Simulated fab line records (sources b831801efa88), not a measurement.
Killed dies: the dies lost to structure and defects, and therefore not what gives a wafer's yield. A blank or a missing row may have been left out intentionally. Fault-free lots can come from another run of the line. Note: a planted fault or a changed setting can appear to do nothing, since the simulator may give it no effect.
Code-filled problem report in 8D (eight disciplines) form | flow gf180mcu | the parts of the form that need people (team, actions taken, sign-off) are left out

1. PROBLEM STATEMENT
PASSIVATION_CVD_00_THK at GF_PASSIVATION_THK_MEAS_01 reads a mean of 1287 nm on 1 wafer of 1 lot; wafers without a fault read 999 nm with a standard deviation of 13. Measured from the usual mean, that is +22 standard deviations.
The first sign was on wafer L739.2 at day 32 21:29, on filmMetro-04. At this step, 15 wafers from 5 lots have a number in the record. By rule, "out" or "out of limits" means more than 4 standard deviations away from the usual mean. The other wafers with a number count as sound.

2. WHAT IT IS AND WHAT IT IS NOT
question                    | is                     | is not
which readings at this step | PASSIVATION_CVD_00_THK | -
which lots                  | L739                   | L725, L734, L738, L744
which wafers of those lots  | L739.2                 | L739.3, L739.5
read on which gauges        | filmMetro-04           | filmMetro-01, filmMetro-02
when                        | from day 32 21:29      | up to then (11 sound wafers); but 3 sound wafers of L744 came after

3. WHAT RULES OUT EACH SUSPECT
Counting: a tool at a process step up to the reading stays a suspect if it ran every lot that is out. Sound lots after the first of them don't rule it out here, since some wafers of a struck lot are sound.
- ruled out: the gauge at GF_PASSIVATION_THK_MEAS_01. All the wafers that are out were read on filmMetro-04, but those of them that GF_PASSIVATION_CVD_00 has rows for are out there too, on other tools.
- rieMetal-03 at GF_TOP_METAL_METAL_ETCH_16 (etches the open film in Cl2/BCl3, stops on SiO2, target depth 1197 nm, time 199.5 s): kept. It ran the lot that is out, L739 (day 32 20:38).
- plasmaAsher-01 at GF_TOP_METAL_STRIP_17 (strips in O2/N2): kept. It processed L739, the lot that is out, at day 32 20:50, and its most recent sound lot before then was L734 at day 31 14:47.
- pecvd-02 at GF_PASSIVATION_CVD_00 (deposits SiO2 from TEOS, target thk 1000 nm, time 111.95 s): kept. It processed L739, the lot that is out, at day 32 21:23, and its most recent sound lot before then was L725 at day 28 14:38. Out on those wafers are its own readings of runLengthS.
- At GF_PASSIVATION_CVD_00, inside pecvd-02: chamber 0 took the wafers that are out, while their sound lot-mates went through chambers 1, 2.
The count leaves rieMetal-03 at GF_TOP_METAL_METAL_ETCH_16, plasmaAsher-01 at GF_TOP_METAL_STRIP_17, and pecvd-02 at GF_PASSIVATION_CVD_00.

4. THE CAUSE (what the simulator had put in)
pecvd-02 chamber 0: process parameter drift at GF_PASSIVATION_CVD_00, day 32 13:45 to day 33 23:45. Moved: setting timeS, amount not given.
Counting leaves 3 suspects; this tool is one of them.

5. SEQUENCE OF EFFECTS, ordered by route
Each row: a reading whose mean over the struck wafers that have a number lies more than 3 standard deviations from the usual. Readings are gone through only where the record gives a usual standard deviation; hours: the median, over the lots, of the time from a lot's start at the first step in this table giving one to that lot's start at this step; sigmas: the change measured in usual standard deviations.
hours | step                       | reading                | usual   | on struck wafers | change | sigmas
0     | GF_PASSIVATION_CVD_00      | runLengthS             | 139.7 s | 174.5            | +34.8  | +66
0     | GF_PASSIVATION_THK_MEAS_01 | PASSIVATION_CVD_00_THK | 999 nm  | 1287             | +288   | +22
19    | GF_PASSIVATION_PROBE_99    | defectLimitedYield     | 90.3 %  | 78.5             | -11.8  | -8.4
19    | GF_PASSIVATION_PROBE_99    | killedAtOther          | 0.1     | 57.0             | +56.9  | +99 or more
19    | GF_PASSIVATION_PROBE_99    | killedDies             | 48      | 106              | +58    | +8.4
19    | GF_PASSIVATION_PROBE_99    | killedOnRim            | 10      | 43               | +33    | +11
19    | GF_PASSIVATION_PROBE_99    | sort_bin_5_function    | 5.7 %   | 16.9             | +11.2  | +10
19    | GF_PASSIVATION_PROBE_99    | sortNPass              | 444     | 386              | -58    | -8.4
19    | GF_PASSIVATION_PROBE_99    | sortYieldPct           | 90.3 %  | 78.5             | -11.8  | -8.4
Its process steps:
- GF_PASSIVATION_CVD_00: deposits SiO2 from TEOS, target thk 1000 nm, time 111.95 s.
- GF_PASSIVATION_PROBE_99

6. WHAT WOULD HAVE CAUGHT IT SOONER
Counted from the fault's start at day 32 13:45, it took 8 hours until the first out-of-limits reading at a measuring or inspecting step in this record, taken at day 32 21:29.
The tool's own readings at GF_PASSIVATION_CVD_00 were out on every struck wafer that the step has a row for (runLengthS): an alarm limit on them would have fired on the first of those.
By day 32 21:29, every lot that is out (1) had started GF_PASSIVATION_CVD_00 on pecvd-02. Tool hold at that time: it would have spared none of them.
